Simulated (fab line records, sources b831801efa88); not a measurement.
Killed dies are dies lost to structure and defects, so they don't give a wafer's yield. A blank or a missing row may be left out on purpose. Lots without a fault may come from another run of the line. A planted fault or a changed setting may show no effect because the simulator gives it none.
Which tool did it? | flow gf180mcu | 6 lots, 18 wafers sampled, at 3 steps of a route of 602

WHAT THE GAUGES READ, wafer by wafer
GF_MVSD_TW_MEAS_11.
lot  | measured    | on            | MVSD_TW
L204 | day 5 01:54 | film_metro-02 | 1575 1584 1578
L206 | day 5 12:17 | film_metro-04 | 1588 1579 1586
L209 | day 6 04:46 | film_metro-04 | 1580 1570 1586
L212 | day 6 21:40 | film_metro-02 | 1570 1574 1572
L216 | day 7 23:12 | film_metro-01 | 1561 1559 1560
L219 | day 8 14:07 | film_metro-01 | 1559 1557 1562

WHICH TOOL RAN EACH LOT (tool, then ch and the chambers of the sampled wafers, then the start)
lot  | GF_LVPWELL_STRIP_10                 | GF_MVSD_STRIP_10
L204 | plasma_asher-02 ch 0,1, day 4 12:28 | plasma_asher-01 ch 0,1, day 5 01:48
L206 | plasma_asher-02 ch 0,1, day 4 21:41 | plasma_asher-01 ch 0,1, day 5 12:10
L209 | plasma_asher-01 ch 0,1, day 5 13:34 | plasma_asher-01 ch 0,1, day 6 04:40
L212 | plasma_asher-04 ch 0, day 6 05:55   | plasma_asher-03 ch 0,1, day 6 21:34
L216 | plasma_asher-04 ch 0,1, day 7 07:02 | plasma_asher-02 ch 0,1, day 7 23:06
L219 | plasma_asher-04 ch 1, day 7 21:28   | plasma_asher-02 ch 0,1, day 8 14:00
- GF_LVPWELL_STRIP_10: strips in O2/N2.
- GF_MVSD_STRIP_10: strips in O2/N2.

THE ANSWER, worked out from the rows above alone
Rule: what is usual is taken from the lots themselves. Put in order of their means at a reading, lots are off if they are a third of the lots or fewer, leave a main group of 4 or more, and stand apart from it by a gap of 3 or more times the standard deviation of the main group's means; of several such gaps the widest counts. A main group whose means are all the same, to the digits that the tables above print for the reading, isn't used. A lot without any number at a reading at which 4 lots or more have one is off too. The other lots that the step has rows for count as sound.
No lot is off at any reading shown: from this, nothing can be told.

WHAT THE SIMULATOR HAD PUT IN
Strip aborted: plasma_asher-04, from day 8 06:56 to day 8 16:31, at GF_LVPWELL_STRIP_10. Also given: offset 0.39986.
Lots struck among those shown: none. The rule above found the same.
